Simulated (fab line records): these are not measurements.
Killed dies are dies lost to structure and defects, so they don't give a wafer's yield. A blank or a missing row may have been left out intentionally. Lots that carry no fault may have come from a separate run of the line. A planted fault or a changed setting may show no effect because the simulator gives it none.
Which tool did it?    flow sky130    13 lots with 39 wafers sampled at 4 steps, on a route of 708 steps

WHAT THE GAUGES SHOWED, per wafer
SKY_VIA3_THK_MEAS_23: measures by xrf.
lot   measured      on            VIA3_W_THK (nm)
L598  day 39 19:22  filmMetro-03  389 382 385
L599  day 40 03:19  filmMetro-04  389 394 389
L601  day 40 11:11  filmMetro-04  385 387 391
L602  day 40 23:24  filmMetro-03  384 385 379
L603  day 41 01:09  filmMetro-04  391 397 392
L604  day 41 10:50  filmMetro-02  391 395 391
L605  day 41 21:42  filmMetro-02  395 397 392
L607  day 42 10:05  filmMetro-02  391 393 394
L609  day 43 02:42  filmMetro-04  400 404 400
L610  day 43 06:05  filmMetro-02  400 408 409
L611  day 43 11:29  filmMetro-04  394 385 391
L619  day 45 20:46  filmMetro-03  392 392 388
L620  day 45 23:08  filmMetro-02  399 395 394

SKY_CAP2M_THK_MEAS_01.
lot   measured      on            CAP2M_CVD_00_THK (nm)
L598  day 39 19:54  filmMetro-03  15.50 15.50 15.58
L599  day 40 03:50  filmMetro-04  15.09 15.28 15.63
L601  day 40 11:53  filmMetro-03  15.13 15.43 15.81
L602  day 40 23:56  filmMetro-01  15.07 15.38 15.34
L603  day 41 01:41  filmMetro-03  15.51 15.50 15.64
L604  day 41 11:22  filmMetro-01  15.29 15.74 15.41
L605  day 41 22:16  filmMetro-04  15.22 15.70 15.43
L607  day 42 10:38  filmMetro-03  15.55 15.89 15.64
L609  day 43 03:15  filmMetro-01  15.15 15.53 15.26
L610  day 43 06:38  filmMetro-04  15.56 15.72 15.43
L611  day 43 12:02  filmMetro-03  15.90 15.71 15.93
L619  day 45 21:18  filmMetro-03  15.25 15.38 15.47
L620  day 45 23:40  filmMetro-01  15.08 15.54 15.62

TOOL THAT RAN EACH LOT (tool first, then ch and the chambers of the sampled wafers, then the start)
lot   SKY_SONOS_ONO_CVD_04         SKY_METAL4_SPUTTER_01
L598  lpcvd-03 ch 0, day 11 16:49  pvdSputter-03, day 39 19:44
L599  lpcvd-03 ch 1, day 11 21:36  pvdSputter-03, day 40 03:41
L601  lpcvd-03 ch 1, day 12 08:54  pvdSputter-02, day 40 11:44
L602  lpcvd-03 ch 0, day 12 20:35  pvdSputter-03, day 40 23:47
L603  lpcvd-03 ch 1, day 13 05:24  pvdSputter-04, day 41 01:31
L604  lpcvd-03 ch 0, day 13 10:15  pvdSputter-04, day 41 11:13
L605  lpcvd-03 ch 0, day 13 20:32  pvdSputter-03, day 41 22:05
L607  lpcvd-03 ch 0, day 14 09:51  pvdSputter-03, day 42 10:28
L609  lpcvd-03 ch 1, day 15 01:40  pvdSputter-04, day 43 03:04
L610  lpcvd-03 ch 1, day 15 11:37  pvdSputter-02, day 43 06:28
L611  lpcvd-03 ch 1, day 15 17:01  pvdSputter-04, day 43 11:52
L619  lpcvd-03 ch 0, day 18 16:28  pvdSputter-02, day 45 21:07
L620  lpcvd-03 ch 0, day 19 03:14  pvdSputter-03, day 45 23:31
- SKY_SONOS_ONO_CVD_04: deposits SiO2 from SiH4/N2O, target thk 5.7199 nm.
- SKY_METAL4_SPUTTER_01: material TiN, target thk 20 nm, time 16.7 s.

AS READ BY THE TOOLS THEMSELVES (means over the sampled wafers that have a number; for cases with no such wafer, the mark the record gives instead)
SKY_SONOS_ONO_CVD_04.
lot   tool      spikeTcCentreC (C)  susceptorTempC (C)
L598  lpcvd-03  899.9               899.9
L599  lpcvd-03  900.4               900.5
L601  lpcvd-03  900.5               900.0
L602  lpcvd-03  900.7               899.7
L603  lpcvd-03  900.1               899.9
L604  lpcvd-03  899.4               900.2
L605  lpcvd-03  900.4               900.0
L607  lpcvd-03  900.8               900.1
L609  lpcvd-03  899.6               899.5
L610  lpcvd-03  901.1               899.9
L611  lpcvd-03  900.7               899.7
L619  lpcvd-03  900.8               899.9
L620  lpcvd-03  900.0               900.3

SKY_METAL4_SPUTTER_01.
lot   tool           throttleValvePct (%)
L598  pvdSputter-03  31.1
L599  pvdSputter-03  30.4
L601  pvdSputter-02  30.1
L602  pvdSputter-03  30.6
L603  pvdSputter-04  29.5
L604  pvdSputter-04  30.0
L605  pvdSputter-03  30.6
L607  pvdSputter-03  31.2
L609  pvdSputter-04  30.4
L610  pvdSputter-02  30.0
L611  pvdSputter-04  30.6
L619  pvdSputter-02  29.9
L620  pvdSputter-03  31.1

THE ANSWER, worked out from the rows above alone
Rule: the usual values come from the lots themselves. The widest of any qualifying gaps counts: lots, ordered by their means at a reading, are off when they make up no more than a third of the lots, leave a main group of 4 or more, and stand apart from it by 3 or more times the standard deviation of that group's means. A main group whose means are all the same, to the digits that the tables above print for the reading, isn't used. A lot without any number at a reading at which 4 lots or more have one is off too. Any other lot the step has rows for is counted as sound. After the gauges, taken in route order, come the tools' own readings; for these a lot's mean is taken, as printed above. The first step at which some lot is off is used, and at that step the reading that is off furthest; a lot without a number counts as furthest.
No lot is off at any reading shown: from this, nothing can be told.

WHAT HAD BEEN PUT IN BY THE SIMULATOR
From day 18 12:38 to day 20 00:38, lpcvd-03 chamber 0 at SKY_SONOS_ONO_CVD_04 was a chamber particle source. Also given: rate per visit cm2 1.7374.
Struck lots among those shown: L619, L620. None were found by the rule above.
